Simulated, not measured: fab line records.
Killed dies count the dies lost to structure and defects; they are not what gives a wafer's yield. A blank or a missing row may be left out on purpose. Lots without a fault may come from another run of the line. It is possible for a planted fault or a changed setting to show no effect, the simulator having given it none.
A struck lot beside a sound one    flow gf180mcu    15 out of 602 route steps
Sound: wafers L233.3, L233.4, L233.6. Wafers L244.3, L244.5, L244.6 were the ones struck. At the end, the cause is stated.
For every step that has rows: the tool of each side, followed by ch and its chambers, followed by its first start. Under that, the readings that differ: sound wafers    struck wafers    difference of the means    sigmas: that difference in standard deviations of wafers without a fault.
alike: same words and numbers on both sides, and readings whose means sit less than 2 such deviations apart. not compared: any withheld reading, any reading some wafer has no value for, any bound like >300 that may hide the same value, and any number with overlapping values for which the record gives no deviation.
Wherever a step has rows on one side only, a row that says differs or no value, or a row with sigmas, the two part there. When numbers do not overlap yet have no deviation, they are printed without sigmas and do not part them. A reading that every wafer of one side lacks parts them only if that side has two wafers or more.

first, 4 steps without rows for these wafers: GF_V5_SOFTBAKE_10 (time 60 s); GF_V5_EXPOSE_11 (exposes mask Via5, target cd 260 nm); GF_V5_PEB_12 (peb time 90 s); GF_V5_DEVELOP_13 (develop time 60 s).
GF_V5_CD_MEAS_14: target cd 260 nm.
  sound: cd sem-01 at day 29 08:36; struck: cd sem-02 at day 32 10:38
  alike: cd nm
GF_V5_OVL_MEAS_15:
  sound: overlay-02 at day 29 08:41; struck: overlay-01 at day 32 10:43
  alike: V5_OVL
GF_V5_ETCH_16: etches BARC in N2/H2.
  sound on rie diel-03 ch 1,2, day 29 08:43; struck on rie diel-03 ch 0,3, day 32 10:44
  alike: chamber pressure mTorr, drypump motor current A, oes product au, throttle valve pct
GF_V5_ETCH_17: etches SiO2 in C4F8/O2/Ar, stops on TiN, target depth 855 nm.
  sound: rie diel-03 ch 1,2; struck: rie diel-03 ch 0,3
  alike: chamber pressure mTorr, oes product au
GF_V5_STRIP_18: strips in O2/N2.
  sound on plasma asher-02 ch 0,1, day 29 08:54; struck on plasma asher-04 ch 0,1, day 32 10:56
  alike: chamber pressure mTorr, drypump motor current A, heater power w, oes product au, platen temp c
  not compared: rf hours counter h
then, 2 steps without rows for these wafers: GF_V5_STRIP_19 (strips in post etch residue remover, time 1200 s); GF_V5_CLEAN_20 (cleans in DIW).
GF_V5_SPUTTER_21: material Ti, target thk 15 nm, time 80.02 s.
  sound: pvd sputter-01 at day 29 09:24; struck: pvd sputter-03 at day 32 11:28
  alike: chamber pressure pa, throttle valve pct
GF_V5_SPUTTER_22: material TiN, target thk 10 nm, time 40 s.
  sound: pvd sputter-01 at day 29 09:28; struck: pvd sputter-03 at day 32 11:31
reading                                 sound              struck             difference  sigmas
chamber pressure pa (Pa)                5.016 5.008 5.000  5.633 5.622 5.638  +0.623      +57
model.TiN_of_V5_SPUTTER_22.thk nm (nm)  10.04 9.774 10.02  8.742 8.8 8.743    -1.183      
  alike: throttle valve pct
GF_V5_CVD_23: deposits W, target thk 350 nm, time 104.9 s.
  sound on cvd w-02 ch 0,1, day 29 09:32; struck on cvd w-02 ch 0,1, day 32 11:36
  alike: heater power w
  not compared: since wet clean h
GF_PASSIVATION_PROBE_99:
  rows exist in the record for the struck wafers here (prober-01, day 33 23:35), but not for the sound ones

## WHERE THEY PART
First at GF_V5_SPUTTER_22; last, within this record, at GF_PASSIVATION_PROBE_99.

WHY: what the simulator had put in
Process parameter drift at GF_V5_SPUTTER_22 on pvd sputter-03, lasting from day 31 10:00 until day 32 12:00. From 5, the setting chamber pressure pa moved by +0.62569. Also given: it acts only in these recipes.
